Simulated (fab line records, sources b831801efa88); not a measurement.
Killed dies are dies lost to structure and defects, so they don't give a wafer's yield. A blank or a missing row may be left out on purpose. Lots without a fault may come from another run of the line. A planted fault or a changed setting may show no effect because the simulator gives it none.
Tool commonality check | flow sky130 | 12 lots, 36 wafers sampled

WHY IT WAS OPENED
At SKY_GATE_OXIDE_THK_MEAS_02 the reading GATE_OXIDE_OXIDATION_00_THK is flagged on 2 of 12 lots. Wafers without a fault read 10.15 nm, standard deviation 0.18.
Rule: a lot is flagged when every wafer of it that has a number lies more than 4 standard deviations from that mean, or none has a number. The other lots count as sound.

lot  | measured     | on            | GATE_OXIDE_OXIDATION_00_THK (nm), wafer by wafer | flag
L186 | day 13 02:59 | film_metro-02 | 10.01 10.25 10.06                                |
L187 | day 13 17:06 | film_metro-03 | 10.00 10.05 10.03                                |
L188 | day 13 22:29 | film_metro-03 | 10.04 10.06 10.21                                |
L190 | day 14 13:32 | film_metro-02 | 9.97 9.75 9.77                                   |
L192 | day 15 00:29 | film_metro-03 | 10.37 10.26 10.31                                |
L193 | day 15 10:27 | film_metro-02 | 10.03 9.85 10.11                                 |
L194 | day 15 18:36 | film_metro-02 | 10.14 9.99 9.97                                  |
L197 | day 17 04:12 | film_metro-03 | 12.38 12.46 12.45                                | FLAGGED
L199 | day 17 15:20 | film_metro-02 | 12.23 12.22 12.10                                | FLAGGED
L201 | day 18 15:44 | film_metro-03 | 10.07 10.02 9.93                                 |
L207 | day 20 08:35 | film_metro-03 | 10.13 10.11 10.20                                |
L208 | day 20 14:23 | film_metro-01 | 10.13 10.07 10.17                                |
The numbers of the flagged lots are 12.31 nm on average: +2.16 nm against the usual, or +12 standard deviations.

WHICH TOOL RAN EACH LOT
The record holds 2 process steps before the reading, out of a route of 708 steps. In each cell: the tool, then ch and the chambers that the sampled wafers went through, then the start.
lot  | flag    | SKY_FIELD_ISO_STRIP_16              | SKY_GATE_OXIDE_OXIDATION_01
L186 |         | plasma_asher-04 ch 0,1, day 2 11:04 | furnace-02 ch 0, day 13 01:34
L187 |         | plasma_asher-01 ch 0,1, day 2 16:05 | furnace-02 ch 0, day 13 15:41
L188 |         | plasma_asher-02 ch 0,1, day 2 20:53 | furnace-01 ch 0, day 13 21:05
L190 |         | plasma_asher-04 ch 0,1, day 3 07:19 | furnace-02 ch 0, day 14 12:07
L192 |         | plasma_asher-01 ch 0,1, day 3 17:38 | furnace-01 ch 0, day 14 23:02
L193 |         | plasma_asher-02 ch 0,1, day 3 23:19 | furnace-02 ch 0, day 15 09:02
L194 |         | plasma_asher-02 ch 0,1, day 4 03:05 | furnace-02 ch 0, day 15 17:11
L197 | FLAGGED | plasma_asher-01 ch 0,1, day 5 00:05 | furnace-02 ch 0, day 17 02:46
L199 | FLAGGED | plasma_asher-02 ch 0,1, day 5 06:14 | furnace-02 ch 0, day 17 13:56
L201 |         | plasma_asher-01 ch 0,1, day 5 18:43 | furnace-01 ch 0, day 18 14:20
L207 |         | plasma_asher-01 ch 0,1, day 6 23:58 | furnace-01 ch 0, day 20 07:10
L208 |         | plasma_asher-04 ch 0,1, day 7 04:23 | furnace-01 ch 0, day 20 12:59
What these steps do:
- SKY_FIELD_ISO_STRIP_16: strips in O2/N2.
- SKY_GATE_OXIDE_OXIDATION_01: stabilise 600 s, purge 300 s, target thk 10.268 nm.
- SKY_GATE_OXIDE_THK_MEAS_02

FLAGGED OVER TOTAL, TOOL BY TOOL (the gauges that took the reading come last)
step                        | tool            | lots run | flagged | share of the flagged lots | sound lots run after its first flagged lot
SKY_FIELD_ISO_STRIP_16      | plasma_asher-01 | 5        | 1       | some                      | 2 (L201,L207)
SKY_FIELD_ISO_STRIP_16      | plasma_asher-02 | 4        | 1       | some                      | 0
SKY_FIELD_ISO_STRIP_16      | plasma_asher-04 | 3        | 0       | none                      | -
SKY_GATE_OXIDE_OXIDATION_01 | furnace-01      | 5        | 0       | none                      | -
SKY_GATE_OXIDE_OXIDATION_01 | furnace-02      | 7        | 2       | all                       | 0
SKY_GATE_OXIDE_THK_MEAS_02  | film_metro-01   | 1        | 0       | none                      | -
SKY_GATE_OXIDE_THK_MEAS_02  | film_metro-02   | 5        | 1       | some                      | 0
SKY_GATE_OXIDE_THK_MEAS_02  | film_metro-03   | 6        | 1       | some                      | 2 (L201,L207)

WHAT THE TABLE ALLOWS
1 row of the table ran every flagged lot: furnace-02 at SKY_GATE_OXIDE_OXIDATION_01.
- furnace-02 at SKY_GATE_OXIDE_OXIDATION_01: 2 of its 7 lots flagged. Its last sound lot is L194 (day 15 17:11), its first flagged lot L197 (day 17 02:46): a fault that began between those two fits.
One tool is left: furnace-02 at SKY_GATE_OXIDE_OXIDATION_01.

WHAT THE SIMULATOR HAD PUT IN
Process parameter drift: furnace-02, from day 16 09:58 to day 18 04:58, at SKY_GATE_OXIDE_OXIDATION_01. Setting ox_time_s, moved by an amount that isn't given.
Lots struck among those shown: L197, L199. The rule above found the same.
